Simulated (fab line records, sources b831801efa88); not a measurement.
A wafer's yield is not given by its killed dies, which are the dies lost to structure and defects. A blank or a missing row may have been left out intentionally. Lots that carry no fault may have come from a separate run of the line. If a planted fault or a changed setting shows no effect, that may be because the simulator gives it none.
Struck lot and sound lot, side by side | flow gf180mcu | 16 out of 602 route steps
Sound: wafers L609.1, L609.4, L609.6. Struck: wafer L597.6 (L597.3, L597.5, from the same lot, were not struck and are left out); the cause is given at the end.
Each step with rows lists, per side, the tool, then ch with its chambers, then its first start. Under that, the readings that differ: sound wafers | struck wafers | difference of the means | sigmas: that difference in standard deviations of wafers without a fault.
alike: same words and numbers on both sides, and readings whose means sit less than 2 such deviations apart. not compared: any withheld reading, any reading some wafer has no value for, any bound like >300 that may hide the same value, and any number with overlapping values for which the record gives no deviation.
The two part at a step that has a row with sigmas, a row that says differs or no value, or rows on one side only. Numbers that have no deviation but don't overlap get no sigmas and don't part them. A reading that every wafer of one side lacks parts them only if that side has two wafers or more.

first, 1 step without rows for these wafers: GF_STI_OXIDATION_01 (stabilise 600 s, purge 300 s, target thk 10 nm).
GF_STI_THK_MEAS_02:
  sound on filmMetro-03 at day 4 16:47; struck on filmMetro-03 at day 2 02:46
  alike: STI_OXIDATION_THK
then, 1 step without rows for these wafers: GF_STI_CVD_03 (deposits Si3N4 from DCS/NH3, target thk 207.16 nm, time 3551 s).
GF_STI_THK_MEAS_04:
  sound on filmMetro-02 at day 4 19:50; struck on filmMetro-04 at day 2 04:48
  alike: STI_CVD_03_THK
then, 7 steps without rows for these wafers: GF_STI_DEHYDRATE_05 (time 60 s); GF_STI_HMDS_06 (prime time 60 s); GF_STI_COAT_07 (resist thk 700 nm); GF_STI_SOFTBAKE_08 (time 60 s); GF_STI_EXPOSE_09 (exposes mask COMP, target cd 220 nm); GF_STI_PEB_10 (peb time 90 s); GF_STI_DEVELOP_11 (develop time 60 s).
GF_STI_CD_MEAS_12 targets a cd of 220 nm.
  sound on cdSem-02 at day 5 09:04; struck on cdSem-02 at day 2 16:39
  alike: cdNm
GF_STI_ETCH_13: etches the open film in CHF3/O2, stops on Si, target depth 282.31 nm, time 112.9 s.
  sound on rieDiel-02 ch 0,1,3, day 5 09:11; struck on rieDiel-01 ch 2, day 2 16:46
reading                             | sound             | struck  | difference | sigmas
oesProductAu (a.u.)                 | 0.830 0.831 0.835 | 0.737   | -0.095     | -16
overEtchFrac                        | 0.3 0.3 0.3       | 0.64449 | +0.34449   | 
throttleValvePct (%)                | 8.810 8.831 8.801 | 8.792   | -0.022     | -2
model.KrF_of_STI_COAT_07.thkNm (nm) | 437.1 438.2 435.4 | 376.1   | -60.8      | 
  alike: drypumpMotorCurrentA
  not compared: rfHoursCounterH
GF_STI_ETCH_14: etches Si in HBr/Cl2/O2, target depth 360 nm, time 102.9 s.
  sound on rieSi-01 ch 0,2, day 5 09:16; struck on rieSi-02 ch 3, day 2 16:51
reading                             | sound             | struck | difference | sigmas
drypumpMotorCurrentA (A)            | 5.2 5.0 5.0       | 6.2    | +1.1       | +2
model.KrF_of_STI_COAT_07.thkNm (nm) | 320.8 319.1 316.7 | 256.3  | -62.6      | 
  alike: oesProductAu, throttleValvePct
  not compared: rfHoursCounterH
GF_STI_STRIP_15: strips in O2/N2.
  sound on plasmaAsher-01 ch 0,1, day 5 09:20; struck on plasmaAsher-02 ch 1, day 2 16:58
reading                  | sound             | struck | difference | sigmas
drypumpMotorCurrentA (A) | 5.4 5.6 5.6       | 6.8    | +1.3       | +2
oesProductAu (a.u.)      | 0.384 0.381 0.377 | 0.365  | -0.016     | -3
stripTimeToEndpointS (s) | 3.73 3.71 3.69    | 3.03   | -0.68      | -12
  alike: heaterPowerW
  not compared: rfHoursCounterH
then, 1 step without rows for these wafers: GF_STI_CLEAN_16 (cleans in dHF, time 25 s).

WHERE THEY PART
Earliest at GF_STI_ETCH_13; latest, in this record, at GF_STI_STRIP_15.

WHY: what the simulator had put in
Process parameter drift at GF_STI_ETCH_13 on rieDiel-01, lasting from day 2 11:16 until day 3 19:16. A move of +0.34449 in setting overEtchFrac, from 0.3. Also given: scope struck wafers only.
